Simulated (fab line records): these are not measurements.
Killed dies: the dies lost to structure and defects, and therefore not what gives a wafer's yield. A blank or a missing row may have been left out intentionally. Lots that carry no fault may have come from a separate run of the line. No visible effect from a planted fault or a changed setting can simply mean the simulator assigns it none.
Which tool was responsible? :: flow gf180mcu :: 24 lots, 72 wafers sampled, at 6 steps of a route of 602

## WHAT THE GAUGES SHOWED, per wafer
GF_V4_OVL_MEAS_15. Usual: V4_OVL typically reads 3 nm, with standard deviation 5.2.
lot: L074
measured: day 24 13:41
on: overlay-02
V4_OVL (nm): -4 -6 2
flag: 

lot: L075
measured: day 25 04:18
on: overlay-01
V4_OVL (nm): 9 -6 2
flag: 

lot: L076
measured: day 25 04:57
on: overlay-01
V4_OVL (nm): 1 5 5
flag: 

lot: L078
measured: day 25 16:53
on: overlay-02
V4_OVL (nm): 6 11 14
flag: 

lot: L077
measured: day 25 22:10
on: overlay-01
V4_OVL (nm): 5 9 4
flag: 

lot: L079
measured: day 26 03:34
on: overlay-01
V4_OVL (nm): -3 5 -2
flag: 

lot: L080
measured: day 26 12:58
on: overlay-01
V4_OVL (nm): 1 0 -6
flag: 

lot: L081
measured: day 26 22:53
on: overlay-02
V4_OVL (nm): 3 -1 -2
flag: 

lot: L082
measured: day 26 23:23
on: overlay-02
V4_OVL (nm): 1 5 5
flag: 

lot: L083
measured: day 27 09:44
on: overlay-01
V4_OVL (nm): -5 3 -1
flag: 

lot: L084
measured: day 27 17:17
on: overlay-02
V4_OVL (nm): -9 -5 5
flag: 

lot: L085
measured: day 28 02:15
on: overlay-01
V4_OVL (nm): 12 3 10
flag: 

lot: L086
measured: day 28 08:13
on: overlay-01
V4_OVL (nm): 6 10 0
flag: 

lot: L087
measured: day 28 13:51
on: overlay-01
V4_OVL (nm): 6 9 5
flag: 

lot: L088
measured: day 28 23:41
on: overlay-02
V4_OVL (nm): 18 7 14
flag: 

lot: L089
measured: day 29 07:35
on: overlay-01
V4_OVL (nm): -2 -3 -1
flag: 

lot: L090
measured: day 29 12:24
on: overlay-02
V4_OVL (nm): 5 4 -1
flag: 

lot: L091
measured: day 29 18:36
on: overlay-01
V4_OVL (nm): 6 14 3
flag: 

lot: L092
measured: day 30 03:31
on: overlay-01
V4_OVL (nm): 5 10 9
flag: 

lot: L093
measured: day 30 10:02
on: overlay-02
V4_OVL (nm): 12 9 14
flag: 

lot: L094
measured: day 30 12:11
on: overlay-02
V4_OVL (nm): 5 -2 3
flag: 

lot: L095
measured: day 30 17:30
on: overlay-02
V4_OVL (nm): 9 3 9
flag: 

lot: L096
measured: day 31 01:38
on: overlay-01
V4_OVL (nm): -6 -1 -6
flag: 

lot: L097
measured: day 31 08:50
on: overlay-01
V4_OVL (nm): 1 3 0
flag: 

## WHAT TOOL EACH LOT RAN ON (gives the tool, then ch and the chambers of the sampled wafers, and finally the start)
lot: L074
GF_M2_STRIP_17: plasma asher-04 ch 1, day 19 09:59
GF_V2_SPUTTER_21: pvd sputter-03, day 20 12:10
GF_V3_ETCH_17: rie diel-02 ch 1,2,3, day 22 14:59 or earlier
GF_V3_SPUTTER_22: pvd sputter-02, day 22 14:59
GF_M4_METAL_ETCH_16: rie metal-02 ch 0, day 23 14:13

lot: L075
GF_M2_STRIP_17: plasma asher-04 ch 0,1, day 20 02:18
GF_V2_SPUTTER_21: pvd sputter-03, day 21 03:41
GF_V3_ETCH_17: rie diel-03 ch 0,1,2, day 23 05:31 or earlier
GF_V3_SPUTTER_22: pvd sputter-02, day 23 05:31
GF_M4_METAL_ETCH_16: rie metal-01 ch 0,1, day 24 05:08

lot: L076
GF_M2_STRIP_17: plasma asher-02 ch 0,1, day 20 02:29
GF_V2_SPUTTER_21: pvd sputter-02, day 21 04:05
GF_V3_ETCH_17: rie diel-02 ch 0,1,2, day 23 05:56 or earlier
GF_V3_SPUTTER_22: pvd sputter-04, day 23 05:56
GF_M4_METAL_ETCH_16: rie metal-02 ch 0,1, day 24 05:29

lot: L078
GF_M2_STRIP_17: plasma asher-02 ch 0,1, day 20 16:13
GF_V2_SPUTTER_21: pvd sputter-02, day 21 18:53
GF_V3_ETCH_17: rie diel-04 ch 0,1,2, day 23 19:17 or earlier
GF_V3_SPUTTER_22: pvd sputter-03, day 23 19:17
GF_M4_METAL_ETCH_16: rie metal-02 ch 0,1, day 24 18:22

lot: L077
GF_M2_STRIP_17: plasma asher-04 ch 0,1, day 20 20:59
GF_V2_SPUTTER_21: pvd sputter-01, day 21 23:33
GF_V3_ETCH_17: rie diel-04 ch 0,1,3, day 24 01:03 or earlier
GF_V3_SPUTTER_22: pvd sputter-02, day 24 01:03
GF_M4_METAL_ETCH_16: rie metal-02 ch 0,1, day 24 23:33

lot: L079
GF_M2_STRIP_17: plasma asher-03 ch 0,1, day 21 04:32
GF_V2_SPUTTER_21: pvd sputter-03, day 22 06:47
GF_V3_ETCH_17: rie diel-02 ch 1,2, day 24 06:44 or earlier
GF_V3_SPUTTER_22: pvd sputter-02, day 24 06:44
GF_M4_METAL_ETCH_16: rie metal-01 ch 0,1, day 25 05:30

lot: L080
GF_M2_STRIP_17: plasma asher-03 ch 0, day 21 15:41
GF_V2_SPUTTER_21: pvd sputter-03, day 22 16:32
GF_V3_ETCH_17: rie diel-02 ch 0,1, day 24 15:52 or earlier
GF_V3_SPUTTER_22: pvd sputter-03, day 24 15:52
GF_M4_METAL_ETCH_16: rie metal-01 ch 1, day 25 14:16

lot: L081
GF_M2_STRIP_17: plasma asher-04 ch 0,1, day 22 01:16
GF_V2_SPUTTER_21: pvd sputter-02, day 23 02:25
GF_V3_ETCH_17: rie diel-04 ch 0,1,2, day 25 02:04 or earlier
GF_V3_SPUTTER_22: pvd sputter-03, day 25 02:04
GF_M4_METAL_ETCH_16: rie metal-04 ch 0,1, day 26 00:34

lot: L082
GF_M2_STRIP_17: plasma asher-04 ch 0,1, day 22 02:05
GF_V2_SPUTTER_21: pvd sputter-02, day 23 03:22
GF_V3_ETCH_17: rie diel-02 ch 0,1,3, day 25 03:35 or earlier
GF_V3_SPUTTER_22: pvd sputter-02, day 25 03:35
GF_M4_METAL_ETCH_16: rie metal-01 ch 0,1, day 26 01:21

lot: L083
GF_M2_STRIP_17: plasma asher-02 ch 0,1, day 22 15:17
GF_V2_SPUTTER_21: pvd sputter-03, day 23 15:52
GF_V3_ETCH_17: rie diel-04 ch 2,3, day 25 14:43 or earlier
GF_V3_SPUTTER_22: pvd sputter-02, day 25 14:43
GF_M4_METAL_ETCH_16: rie metal-01 ch 0,1, day 26 12:38

lot: L084
GF_M2_STRIP_17: plasma asher-03 ch 0,1, day 23 00:08
GF_V2_SPUTTER_21: pvd sputter-01, day 24 00:32
GF_V3_ETCH_17: rie diel-02 ch 0,1,2, day 25 22:16 or earlier
GF_V3_SPUTTER_22: pvd sputter-02, day 25 22:16
GF_M4_METAL_ETCH_16: rie metal-02 ch 0,1, day 26 19:53

lot: L085
GF_M2_STRIP_17: plasma asher-02 ch 0,1, day 23 08:32
GF_V2_SPUTTER_21: pvd sputter-03, day 24 09:19
GF_V3_ETCH_17: rie diel-02 ch 0,1, day 26 07:20 or earlier
GF_V3_SPUTTER_22: pvd sputter-02, day 26 07:20
GF_M4_METAL_ETCH_16: rie metal-01 ch 0,1, day 27 05:10

lot: L086
GF_M2_STRIP_17: plasma asher-04 ch 0,1, day 23 16:56
GF_V2_SPUTTER_21: pvd sputter-02, day 24 16:53
GF_V3_ETCH_17: rie diel-03 ch 0,2,3, day 26 14:20 or earlier
GF_V3_SPUTTER_22: pvd sputter-02, day 26 14:20
GF_M4_METAL_ETCH_16: rie metal-02 ch 0,1, day 27 11:12

lot: L087
GF_M2_STRIP_17: plasma asher-03 ch 0,1, day 23 23:20
GF_V2_SPUTTER_21: pvd sputter-02, day 24 22:55
GF_V3_ETCH_17: rie diel-04 ch 0,1,3, day 26 20:03 or earlier
GF_V3_SPUTTER_22: pvd sputter-04, day 26 20:03
GF_M4_METAL_ETCH_16: rie metal-01 ch 0,1, day 27 16:28

lot: L088
GF_M2_STRIP_17: plasma asher-02 ch 0,1, day 24 10:19
GF_V2_SPUTTER_21: pvd sputter-02, day 25 09:47
GF_V3_ETCH_17: rie diel-04 ch 0,2,3, day 27 06:03 or earlier
GF_V3_SPUTTER_22: pvd sputter-03, day 27 06:03
GF_M4_METAL_ETCH_16: rie metal-02 ch 0,1, day 28 02:34

lot: L089
GF_M2_STRIP_17: plasma asher-03 ch 0,1, day 24 19:19
GF_V2_SPUTTER_21: pvd sputter-03, day 25 18:33
GF_V3_ETCH_17: rie diel-02 ch 0,3, day 27 14:10 or earlier
GF_V3_SPUTTER_22: pvd sputter-03, day 27 14:10
GF_M4_METAL_ETCH_16: rie metal-04 ch 0,1, day 28 11:22

lot: L090
GF_M2_STRIP_17: plasma asher-03 ch 0,1, day 24 23:58
GF_V2_SPUTTER_21: pvd sputter-02, day 25 22:59
GF_V3_ETCH_17: rie diel-03 ch 0,1,3, day 27 19:11 or earlier
GF_V3_SPUTTER_22: pvd sputter-03, day 27 19:11
GF_M4_METAL_ETCH_16: rie metal-02 ch 0,1, day 28 16:01

lot: L091
GF_M2_STRIP_17: plasma asher-03 ch 0,1, day 25 07:23
GF_V2_SPUTTER_21: pvd sputter-03, day 26 05:50
GF_V3_ETCH_17: rie diel-02 ch 0,2,3, day 28 01:38 or earlier
GF_V3_SPUTTER_22: pvd sputter-02, day 28 01:38
GF_M4_METAL_ETCH_16: rie metal-04 ch 1, day 28 22:08

lot: L092
GF_M2_STRIP_17: plasma asher-03 ch 0,1, day 25 16:03
GF_V2_SPUTTER_21: pvd sputter-02, day 26 15:10
GF_V3_ETCH_17: rie diel-03 ch 1,2,3, day 28 10:59 or earlier
GF_V3_SPUTTER_22: pvd sputter-04, day 28 10:59
GF_M4_METAL_ETCH_16: rie metal-01 ch 0,1, day 29 07:11

lot: L093
GF_M2_STRIP_17: plasma asher-02 ch 0,1, day 25 23:52
GF_V2_SPUTTER_21: pvd sputter-01, day 26 22:20
GF_V3_ETCH_17: rie diel-04 ch 0,1,2, day 28 18:17 or earlier
GF_V3_SPUTTER_22: pvd sputter-02, day 28 18:17
GF_M4_METAL_ETCH_16: rie metal-02 ch 0,1, day 29 13:52

lot: L094
GF_M2_STRIP_17: plasma asher-02 ch 0,1, day 26 02:23
GF_V2_SPUTTER_21: pvd sputter-03, day 27 01:04
GF_V3_ETCH_17: rie diel-04 ch 2,3, day 28 20:20 or earlier
GF_V3_SPUTTER_22: pvd sputter-03, day 28 20:20
GF_M4_METAL_ETCH_16: rie metal-04 ch 0,1, day 29 16:07

lot: L095
GF_M2_STRIP_17: plasma asher-04 ch 0,1, day 26 09:02
GF_V2_SPUTTER_21: pvd sputter-01, day 27 07:14
GF_V3_ETCH_17: rie diel-03 ch 1,2,3, day 29 02:32 or earlier
GF_V3_SPUTTER_22: pvd sputter-04, day 29 02:32
GF_M4_METAL_ETCH_16: rie metal-02 ch 0,1, day 29 21:57

lot: L096
GF_M2_STRIP_17: plasma asher-03 ch 0, day 26 17:22
GF_V2_SPUTTER_21: pvd sputter-02, day 27 15:29
GF_V3_ETCH_17: rie diel-02 ch 1,3, day 29 10:23 or earlier
GF_V3_SPUTTER_22: pvd sputter-03, day 29 10:23
GF_M4_METAL_ETCH_16: rie metal-01 ch 0,1, day 30 06:16

lot: L097
GF_M2_STRIP_17: plasma asher-02 ch 0,1, day 27 02:43
GF_V2_SPUTTER_21: pvd sputter-02, day 28 00:11
GF_V3_ETCH_17: rie diel-04 ch 1,2, day 29 17:50 or earlier
GF_V3_SPUTTER_22: pvd sputter-02, day 29 17:50
GF_M4_METAL_ETCH_16: rie metal-02 ch 0,1, day 30 13:37
- GF_M2_STRIP_17: strips in O2/N2.
- GF_V2_SPUTTER_21: material Ti, target thk 15 nm, time 80.02 s.
- GF_V3_ETCH_17: etches SiO2 in C4F8/O2/Ar, stops on TiN, target depth 635 nm.
- GF_V3_SPUTTER_22: material TiN, target thk 10 nm, time 40 s.
- GF_M4_METAL_ETCH_16: etches the open film in Cl2/BCl3, stops on SiO2, target depth 750.8 nm, time 125.1 s.

## AS READ BY THE TOOLS THEMSELVES (means over the sampled wafers that have a number; for cases with no such wafer, the mark the record gives instead)
GF_M2_STRIP_17. Usual: drypump motor current A 5.6 A, standard deviation 0.43; heater power w 334 W, standard deviation 39; o2 flow sccm 3001 sccm, standard deviation 9.1; oes product au 0.537 a.u., standard deviation 0.0047; strip time to endpoint s 7.37 s, standard deviation 0.036.
lot: L074
tool: plasma asher-04
drypump motor current A (A): 5.5
heater power w (W): 339
o2 flow sccm (sccm): 3002
oes product au (a.u.): 0.540
strip time to endpoint s (s): 7.40
flag: 

lot: L075
tool: plasma asher-04
drypump motor current A (A): 5.6
heater power w (W): 308
o2 flow sccm (sccm): 2996
oes product au (a.u.): 0.537
strip time to endpoint s (s): 7.36
flag: 

lot: L076
tool: plasma asher-02
drypump motor current A (A): 6.1
heater power w (W): 323
o2 flow sccm (sccm): 3002
oes product au (a.u.): 0.536
strip time to endpoint s (s): 7.38
flag: 

lot: L078
tool: plasma asher-02
drypump motor current A (A): 6.1
heater power w (W): 316
o2 flow sccm (sccm): 3006
oes product au (a.u.): 0.533
strip time to endpoint s (s): 7.38
flag: 

lot: L077
tool: plasma asher-04
drypump motor current A (A): 5.6
heater power w (W): 304
o2 flow sccm (sccm): 2996
oes product au (a.u.): 0.533
strip time to endpoint s (s): 7.35
flag: 

lot: L079
tool: plasma asher-03
drypump motor current A (A): 5.2
heater power w (W): 367
o2 flow sccm (sccm): 2988
oes product au (a.u.): 0.540
strip time to endpoint s (s): 7.35
flag: 

lot: L080
tool: plasma asher-03
drypump motor current A (A): 5.3
heater power w (W): 399
o2 flow sccm (sccm): 3003
oes product au (a.u.): 0.541
strip time to endpoint s (s): 7.33
flag: 

lot: L081
tool: plasma asher-04
drypump motor current A (A): 5.6
heater power w (W): 304
o2 flow sccm (sccm): 3007
oes product au (a.u.): 0.537
strip time to endpoint s (s): 7.38
flag: 

lot: L082
tool: plasma asher-04
drypump motor current A (A): 5.6
heater power w (W): 304
o2 flow sccm (sccm): 2989
oes product au (a.u.): 0.536
strip time to endpoint s (s): 7.42
flag: 

lot: L083
tool: plasma asher-02
drypump motor current A (A): 6.1
heater power w (W): 313
o2 flow sccm (sccm): 3000
oes product au (a.u.): 0.535
strip time to endpoint s (s): 7.32
flag: 

lot: L084
tool: plasma asher-03
drypump motor current A (A): 5.2
heater power w (W): 374
o2 flow sccm (sccm): 3005
oes product au (a.u.): 0.537
strip time to endpoint s (s): 7.37
flag: 

lot: L085
tool: plasma asher-02
drypump motor current A (A): 6.1
heater power w (W): 316
o2 flow sccm (sccm): 3006
oes product au (a.u.): 0.542
strip time to endpoint s (s): 7.40
flag: 

lot: L086
tool: plasma asher-04
drypump motor current A (A): 5.6
heater power w (W): 308
o2 flow sccm (sccm): 3009
oes product au (a.u.): 0.539
strip time to endpoint s (s): 7.40
flag: 

lot: L087
tool: plasma asher-03
drypump motor current A (A): 5.0
heater power w (W): 344
o2 flow sccm (sccm): 2998
oes product au (a.u.): 0.540
strip time to endpoint s (s): 7.36
flag: 

lot: L088
tool: plasma asher-02
drypump motor current A (A): 6.1
heater power w (W): 338
o2 flow sccm (sccm): 2999
oes product au (a.u.): 0.536
strip time to endpoint s (s): 7.31
flag: 

lot: L089
tool: plasma asher-03
drypump motor current A (A): 5.0
heater power w (W): 335
o2 flow sccm (sccm): 3008
oes product au (a.u.): 0.537
strip time to endpoint s (s): 7.35
flag: 

lot: L090
tool: plasma asher-03
drypump motor current A (A): 5.2
heater power w (W): 372
o2 flow sccm (sccm): 2990
oes product au (a.u.): 0.537
strip time to endpoint s (s): 7.36
flag: 

lot: L091
tool: plasma asher-03
drypump motor current A (A): 5.0
heater power w (W): 344
o2 flow sccm (sccm): 3002
oes product au (a.u.): 0.535
strip time to endpoint s (s): 7.37
flag: 

lot: L092
tool: plasma asher-03
drypump motor current A (A): 5.0
heater power w (W): 341
o2 flow sccm (sccm): 3005
oes product au (a.u.): 0.532
strip time to endpoint s (s): 7.35
flag: 

lot: L093
tool: plasma asher-02
drypump motor current A (A): 6.1
heater power w (W): 318
o2 flow sccm (sccm): 3007
oes product au (a.u.): 0.538
strip time to endpoint s (s): 7.32
flag: 

lot: L094
tool: plasma asher-02
drypump motor current A (A): 6.1
heater power w (W): 312
o2 flow sccm (sccm): 2991
oes product au (a.u.): 0.535
strip time to endpoint s (s): 7.40
flag: 

lot: L095
tool: plasma asher-04
drypump motor current A (A): 5.6
heater power w (W): 320
o2 flow sccm (sccm): 3000
oes product au (a.u.): 0.539
strip time to endpoint s (s): 7.40
flag: 

lot: L096
tool: plasma asher-03
drypump motor current A (A): 5.3
heater power w (W): 395
o2 flow sccm (sccm): 3008
oes product au (a.u.): 0.532
strip time to endpoint s (s): 7.38
flag: 

lot: L097
tool: plasma asher-02
drypump motor current A (A): 6.1
heater power w (W): 338
o2 flow sccm (sccm): 3004
oes product au (a.u.): 0.536
strip time to endpoint s (s): 7.42
flag: 

GF_V2_SPUTTER_21. Usual: throttle valve pct reads 30.0 % (standard deviation 0.69).
lot: L074
tool: pvd sputter-03
throttle valve pct (%): 30.2
flag: 

lot: L075
tool: pvd sputter-03
throttle valve pct (%): 30.4
flag: 

lot: L076
tool: pvd sputter-02
throttle valve pct (%): 29.7
flag: 

lot: L078
tool: pvd sputter-02
throttle valve pct (%): 29.9
flag: 

lot: L077
tool: pvd sputter-01
throttle valve pct (%): 30.3
flag: 

lot: L079
tool: pvd sputter-03
throttle valve pct (%): 29.8
flag: 

lot: L080
tool: pvd sputter-03
throttle valve pct (%): 29.7
flag: 

lot: L081
tool: pvd sputter-02
throttle valve pct (%): 29.7
flag: 

lot: L082
tool: pvd sputter-02
throttle valve pct (%): 29.4
flag: 

lot: L083
tool: pvd sputter-03
throttle valve pct (%): 30.4
flag: 

lot: L084
tool: pvd sputter-01
throttle valve pct (%): 29.9
flag: 

lot: L085
tool: pvd sputter-03
throttle valve pct (%): 29.8
flag: 

lot: L086
tool: pvd sputter-02
throttle valve pct (%): 30.0
flag: 

lot: L087
tool: pvd sputter-02
throttle valve pct (%): 29.3
flag: 

lot: L088
tool: pvd sputter-02
throttle valve pct (%): 30.2
flag: 

lot: L089
tool: pvd sputter-03
throttle valve pct (%): 30.4
flag: 

lot: L090
tool: pvd sputter-02
throttle valve pct (%): 29.5
flag: 

lot: L091
tool: pvd sputter-03
throttle valve pct (%): 29.8
flag: 

lot: L092
tool: pvd sputter-02
throttle valve pct (%): 29.9
flag: 

lot: L093
tool: pvd sputter-01
throttle valve pct (%): 30.4
flag: 

lot: L094
tool: pvd sputter-03
throttle valve pct (%): 29.8
flag: 

lot: L095
tool: pvd sputter-01
throttle valve pct (%): 29.6
flag: 

lot: L096
tool: pvd sputter-02
throttle valve pct (%): 29.6
flag: 

lot: L097
tool: pvd sputter-02
throttle valve pct (%): 30.5
flag: 

GF_V3_ETCH_17. Usual: oes product au reads 0.856 a.u. (standard deviation 0.0042).
lot: L074
tool: rie diel-02
oes product au (a.u.): 0.858
flag: 

lot: L075
tool: rie diel-03
oes product au (a.u.): 0.858
flag: 

lot: L076
tool: rie diel-02
oes product au (a.u.): 0.857
flag: 

lot: L078
tool: rie diel-04
oes product au (a.u.): 0.854
flag: 

lot: L077
tool: rie diel-04
oes product au (a.u.): 0.860
flag: 

lot: L079
tool: rie diel-02
oes product au (a.u.): 0.855
flag: 

lot: L080
tool: rie diel-02
oes product au (a.u.): 0.855
flag: 

lot: L081
tool: rie diel-04
oes product au (a.u.): 0.853
flag: 

lot: L082
tool: rie diel-02
oes product au (a.u.): 0.856
flag: 

lot: L083
tool: rie diel-04
oes product au (a.u.): 0.852
flag: 

lot: L084
tool: rie diel-02
oes product au (a.u.): 0.859
flag: 

lot: L085
tool: rie diel-02
oes product au (a.u.): 0.858
flag: 

lot: L086
tool: rie diel-03
oes product au (a.u.): 0.859
flag: 

lot: L087
tool: rie diel-04
oes product au (a.u.): 0.859
flag: 

lot: L088
tool: rie diel-04
oes product au (a.u.): 0.860
flag: 

lot: L089
tool: rie diel-02
oes product au (a.u.): 0.856
flag: 

lot: L090
tool: rie diel-03
oes product au (a.u.): 0.856
flag: 

lot: L091
tool: rie diel-02
oes product au (a.u.): 0.852
flag: 

lot: L092
tool: rie diel-03
oes product au (a.u.): 0.854
flag: 

lot: L093
tool: rie diel-04
oes product au (a.u.): 0.852
flag: 

lot: L094
tool: rie diel-04
oes product au (a.u.): 0.858
flag: 

lot: L095
tool: rie diel-03
oes product au (a.u.): 0.853
flag: 

lot: L096
tool: rie diel-02
oes product au (a.u.): 0.854
flag: 

lot: L097
tool: rie diel-04
oes product au (a.u.): 0.856
flag: 

GF_V3_SPUTTER_22. Usual: throttle valve pct reads 29.9 % (standard deviation 0.67).
lot: L074
tool: pvd sputter-02
throttle valve pct (%): 30.2
flag: 

lot: L075
tool: pvd sputter-02
throttle valve pct (%): 29.6
flag: 

lot: L076
tool: pvd sputter-04
throttle valve pct (%): 29.7
flag: 

lot: L078
tool: pvd sputter-03
throttle valve pct (%): 29.9
flag: 

lot: L077
tool: pvd sputter-02
throttle valve pct (%): 29.2
flag: 

lot: L079
tool: pvd sputter-02
throttle valve pct (%): 30.2
flag: 

lot: L080
tool: pvd sputter-03
throttle valve pct (%): 30.2
flag: 

lot: L081
tool: pvd sputter-03
throttle valve pct (%): 30.4
flag: 

lot: L082
tool: pvd sputter-02
throttle valve pct (%): 29.7
flag: 

lot: L083
tool: pvd sputter-02
throttle valve pct (%): 29.5
flag: 

lot: L084
tool: pvd sputter-02
throttle valve pct (%): 30.2
flag: 

lot: L085
tool: pvd sputter-02
throttle valve pct (%): 29.8
flag: 

lot: L086
tool: pvd sputter-02
throttle valve pct (%): 29.9
flag: 

lot: L087
tool: pvd sputter-04
throttle valve pct (%): 29.9
flag: 

lot: L088
tool: pvd sputter-03
throttle valve pct (%): 30.1
flag: 

lot: L089
tool: pvd sputter-03
throttle valve pct (%): 30.5
flag: 

lot: L090
tool: pvd sputter-03
throttle valve pct (%): 30.3
flag: 

lot: L091
tool: pvd sputter-02
throttle valve pct (%): 30.2
flag: 

lot: L092
tool: pvd sputter-04
throttle valve pct (%): 29.6
flag: 

lot: L093
tool: pvd sputter-02
throttle valve pct (%): 29.9
flag: 

lot: L094
tool: pvd sputter-03
throttle valve pct (%): 30.2
flag: 

lot: L095
tool: pvd sputter-04
throttle valve pct (%): 29.2
flag: 

lot: L096
tool: pvd sputter-03
throttle valve pct (%): 30.0
flag: 

lot: L097
tool: pvd sputter-02
throttle valve pct (%): 29.5
flag: 

GF_M4_METAL_ETCH_16. Usual: drypump motor current A 5.7 A, standard deviation 0.4; mfc cl2 sccm 80.00 sccm, standard deviation 0.24; oes product au 0.990 a.u., standard deviation 0.0057; throttle valve pct 28.229 %, standard deviation 0.01.
lot: L074
tool: rie metal-02
drypump motor current A (A): 6.0
mfc cl2 sccm (sccm): 80.34
oes product au (a.u.): 0.988
throttle valve pct (%): 28.234
flag: 

lot: L075
tool: rie metal-01
drypump motor current A (A): 5.2
mfc cl2 sccm (sccm): 80.21
oes product au (a.u.): 0.990
throttle valve pct (%): 28.225
flag: 

lot: L076
tool: rie metal-02
drypump motor current A (A): 6.0
mfc cl2 sccm (sccm): 80.19
oes product au (a.u.): 0.988
throttle valve pct (%): 28.242
flag: 

lot: L078
tool: rie metal-02
drypump motor current A (A): 6.0
mfc cl2 sccm (sccm): 79.97
oes product au (a.u.): 0.992
throttle valve pct (%): 28.223
flag: 

lot: L077
tool: rie metal-02
drypump motor current A (A): 6.0
mfc cl2 sccm (sccm): 80.14
oes product au (a.u.): 0.989
throttle valve pct (%): 28.218
flag: 

lot: L079
tool: rie metal-01
drypump motor current A (A): 5.4
mfc cl2 sccm (sccm): 80.06
oes product au (a.u.): 0.995
throttle valve pct (%): 28.228
flag: 

lot: L080
tool: rie metal-01
drypump motor current A (A): 5.0
mfc cl2 sccm (sccm): 79.85
oes product au (a.u.): 0.993
throttle valve pct (%): 28.228
flag: 

lot: L081
tool: rie metal-04
drypump motor current A (A): 5.6
mfc cl2 sccm (sccm): 79.92
oes product au (a.u.): 0.993
throttle valve pct (%): 28.241
flag: 

lot: L082
tool: rie metal-01
drypump motor current A (A): 5.5
mfc cl2 sccm (sccm): 79.93
oes product au (a.u.): 0.990
throttle valve pct (%): 28.226
flag: 

lot: L083
tool: rie metal-01
drypump motor current A (A): 5.5
mfc cl2 sccm (sccm): 80.03
oes product au (a.u.): 0.994
throttle valve pct (%): 28.231
flag: 

lot: L084
tool: rie metal-02
drypump motor current A (A): 6.0
mfc cl2 sccm (sccm): 79.81
oes product au (a.u.): 0.992
throttle valve pct (%): 28.233
flag: 

lot: L085
tool: rie metal-01
drypump motor current A (A): 5.5
mfc cl2 sccm (sccm): 79.70
oes product au (a.u.): 0.997
throttle valve pct (%): 28.212
flag: 

lot: L086
tool: rie metal-02
drypump motor current A (A): 6.0
mfc cl2 sccm (sccm): 79.86
oes product au (a.u.): 0.992
throttle valve pct (%): 28.232
flag: 

lot: L087
tool: rie metal-01
drypump motor current A (A): 5.4
mfc cl2 sccm (sccm): 80.06
oes product au (a.u.): 0.991
throttle valve pct (%): 28.235
flag: 

lot: L088
tool: rie metal-02
drypump motor current A (A): 6.0
mfc cl2 sccm (sccm): 80.12
oes product au (a.u.): 0.995
throttle valve pct (%): 28.233
flag: 

lot: L089
tool: rie metal-04
drypump motor current A (A): 5.6
mfc cl2 sccm (sccm): 79.83
oes product au (a.u.): 0.990
throttle valve pct (%): 28.224
flag: 

lot: L090
tool: rie metal-02
drypump motor current A (A): 6.0
mfc cl2 sccm (sccm): 80.12
oes product au (a.u.): 0.993
throttle valve pct (%): 28.224
flag: 

lot: L091
tool: rie metal-04
drypump motor current A (A): 5.9
mfc cl2 sccm (sccm): 80.10
oes product au (a.u.): 0.989
throttle valve pct (%): 28.243
flag: 

lot: L092
tool: rie metal-01
drypump motor current A (A): 5.2
mfc cl2 sccm (sccm): 80.40
oes product au (a.u.): 0.987
throttle valve pct (%): 28.231
flag: 

lot: L093
tool: rie metal-02
drypump motor current A (A): 6.0
mfc cl2 sccm (sccm): 79.82
oes product au (a.u.): 0.991
throttle valve pct (%): 28.230
flag: 

lot: L094
tool: rie metal-04
drypump motor current A (A): 5.5
mfc cl2 sccm (sccm): 80.18
oes product au (a.u.): 0.984
throttle valve pct (%): 28.230
flag: 

lot: L095
tool: rie metal-02
drypump motor current A (A): 6.0
mfc cl2 sccm (sccm): 79.73
oes product au (a.u.): 0.989
throttle valve pct (%): 28.229
flag: 

lot: L096
tool: rie metal-01
drypump motor current A (A): 5.2
mfc cl2 sccm (sccm): 79.96
oes product au (a.u.): 0.992
throttle valve pct (%): 28.220
flag: 

lot: L097
tool: rie metal-02
drypump motor current A (A): 6.0
mfc cl2 sccm (sccm): 80.02
oes product au (a.u.): 0.992
throttle valve pct (%): 28.228
flag: 

## THE ANSWER, worked out from the rows above alone
Rule: take the mean of a lot's wafers that have a number; if it is more than 3 standard deviations from the usual mean, the lot is off. Also off: a lot with no number at a reading for which 4 or more lots have one. Where the step has rows for the other lots, those lots are counted as sound. Order of review: gauges by route order, followed by the tools' own readings, for which a lot's mean as printed above is used. At the first step where some lot is off, the reading lying furthest off is the one used; lots without a number count as furthest.
No lot is off on any of the readings shown, so nothing can be concluded from this.

## WHAT WAS PUT IN BY THE SIMULATOR
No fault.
